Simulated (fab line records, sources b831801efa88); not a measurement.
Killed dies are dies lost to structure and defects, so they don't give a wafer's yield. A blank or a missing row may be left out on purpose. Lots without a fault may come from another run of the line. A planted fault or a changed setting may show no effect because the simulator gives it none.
Problem report in the 8D (eight disciplines) form, filled by code | flow sky130 | the parts of the form that need people (team, actions taken, sign-off) are left out

1. THE PROBLEM
exposure_dose_mJ_cm2 at SKY_METAL5_EXPOSE_11 reads a mean of 172.98 on 12 wafers of 4 lots; wafers without a fault read 190.01 with a standard deviation of 0.17. That is -99 or more standard deviations from the usual mean.
The step: exposes mask MM5, target cd 1600 nm.
First seen on wafer L361.2, day 46 14:54, on iline_stepper-01. The record holds 36 wafers of 12 lots with a number at this step. Rule for "out", or "out of limits": more than 4 standard deviations from the usual mean. The other wafers with a number count as sound.

2. WHAT IT IS AND WHAT IT IS NOT
question                    | is                     | is not
which readings at this step | exposure_dose_mJ_cm2   | -
which lots                  | L361, L362, L363, L365 | L349, L351, L352, L353, L355, L358, L359, L360
which wafers of those lots  | all that have a number | -
read on which tools         | iline_stepper-01       | iline_stepper-02
when                        | from day 46 14:54      | up to then (24 sound wafers)

3. SUSPECTS, AND WHAT RULES EACH OUT
Counting: a tool at a process step up to the reading stays a suspect if it ran every lot that is out and no sound lot after the first of them.
- iline_stepper-01 at SKY_METAL5_EXPOSE_11 (exposes mask MM5, target cd 1600 nm): kept. It ran every lot that is out, first L361 (day 46 14:54), and no sound lot after that; its last sound lot up to then is L359 (day 46 08:42). Its own readings are out on those wafers: exposure_dose_mJ_cm2.
Left after counting: iline_stepper-01 at SKY_METAL5_EXPOSE_11.

4. THE CAUSE (what the simulator had put in)
Process parameter drift: iline_stepper-01, from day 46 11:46 on, at SKY_METAL5_EXPOSE_11. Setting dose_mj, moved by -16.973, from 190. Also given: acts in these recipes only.
Counting left only this tool.

5. THE CHAIN OF EFFECTS, in route order
Each row: a reading whose mean over the struck wafers that have a number lies more than 3 standard deviations from the usual. Only readings for which the record gives a usual standard deviation are gone through. hours: the time from each lot's start at the first step in this table that gives one to its start at this step, as a median over the lots. sigmas: the change in usual standard deviations.
hours | step                 | reading              | usual  | on struck wafers | change | sigmas
0     | SKY_METAL5_EXPOSE_11 | exposure_dose_mJ_cm2 | 190.01 | 172.98           | -17.03 | -99 or more
The process steps in it:
- SKY_METAL5_EXPOSE_11: exposes mask MM5, target cd 1600 nm.

6. WHAT WOULD HAVE CAUGHT IT SOONER
In this record the first reading out of limits was taken at day 46 14:54, 3 hours after the fault began at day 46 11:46.
